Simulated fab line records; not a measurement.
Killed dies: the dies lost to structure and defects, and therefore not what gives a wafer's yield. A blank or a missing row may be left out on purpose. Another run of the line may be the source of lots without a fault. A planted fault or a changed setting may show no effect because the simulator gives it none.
Problem report in the 8D (eight disciplines) form, filled by code	flow gf180mcu	the parts of the form that need people (team, actions taken, sign-off) are left out

1. WHAT WENT WRONG
Wafers free of any fault read 850 nm (standard deviation 14) for V2_CVD_02_THK at GF_V2_THK_MEAS_03, against a mean of 1253 nm on 9 wafers of 3 lots. Measured from the usual mean, that is +29 standard deviations.
First seen on wafer L526.1, day 24 17:41, on filmMetro-04. The record has a number at this step for 36 wafers belonging to 12 lots. By rule, "out" or "out of limits" means more than 4 standard deviations away from the usual mean. The rest of the wafers with a number are treated as sound.

2. WHAT IT IS AND WHAT IT IS NOT
question	is	is not
which readings at this step	V2_CVD_02_THK	-
which lots	L526, L527, L528	L514, L515, L516, L517, L518, L520, L522, L531, L534
which wafers of those lots	all that have a number	-
read on which gauges	filmMetro-02, filmMetro-04	filmMetro-01
when	from day 24 17:41	up to then (21 sound wafers); but 6 sound wafers of L531, L534 came after

3. SUSPECTS, AND WHAT RULES EACH OUT
Counting: a tool stays on the suspect list if, at a process step up to the reading, it processed all lots that are out and no sound lot following the first of them.
- ruled out: the gauge at GF_V2_THK_MEAS_03. The wafers that are out were read on 2 gauges (filmMetro-02, filmMetro-04).
- pecvd-04 at GF_V2_CVD_02 (deposits SiO2 from TEOS, target thk 850 nm, time 94.851 s): kept. All lots that are out passed through it, beginning with L526 at day 24 17:37, and no sound lot followed; its final sound lot before that point was L518 at day 21 18:09.
The count leaves pecvd-04 at GF_V2_CVD_02.

4. THE CAUSE (what the simulator had put in)
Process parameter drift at GF_V2_CVD_02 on pecvd-04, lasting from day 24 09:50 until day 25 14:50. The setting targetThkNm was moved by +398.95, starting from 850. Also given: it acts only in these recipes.
Only this tool survived the counting.

5. THE EFFECT CHAIN, in route order
One row per reading whose mean, taken over the struck wafers that have a number, lies over 3 standard deviations from the usual. Only readings for which the record gives a usual standard deviation are gone through. hours: the time from each lot's start at the first step in this table that gives one to its start at this step, as a median over the lots. sigmas: the change in usual standard deviations.
hours	step	reading	usual	on struck wafers	change	sigmas
0	GF_V2_THK_MEAS_03	V2_CVD_02_THK	850 nm	1253	+403	+29
0	GF_V2_CMP_04	timeToEndpointS	78 s	224	+146	+23
Process steps it contains:
- GF_V2_CMP_04: polishes SiO2.

6. WHAT WOULD HAVE CAUGHT IT SOONER
The first out-of-limits reading at a measuring or inspecting step in this record came at day 24 17:41, 8 hours after the fault's start at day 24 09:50.
An alarm limit of 4 standard deviations would not have fired on the tool readings at GF_V2_CVD_02 for which the record gives a usual standard deviation, since none of them was out on any struck wafer.
Of the lots that are out (3), L527, L528 began GF_V2_CVD_02 on pecvd-04 after day 24 17:41. A hold on the tool at that time would have spared those 2.
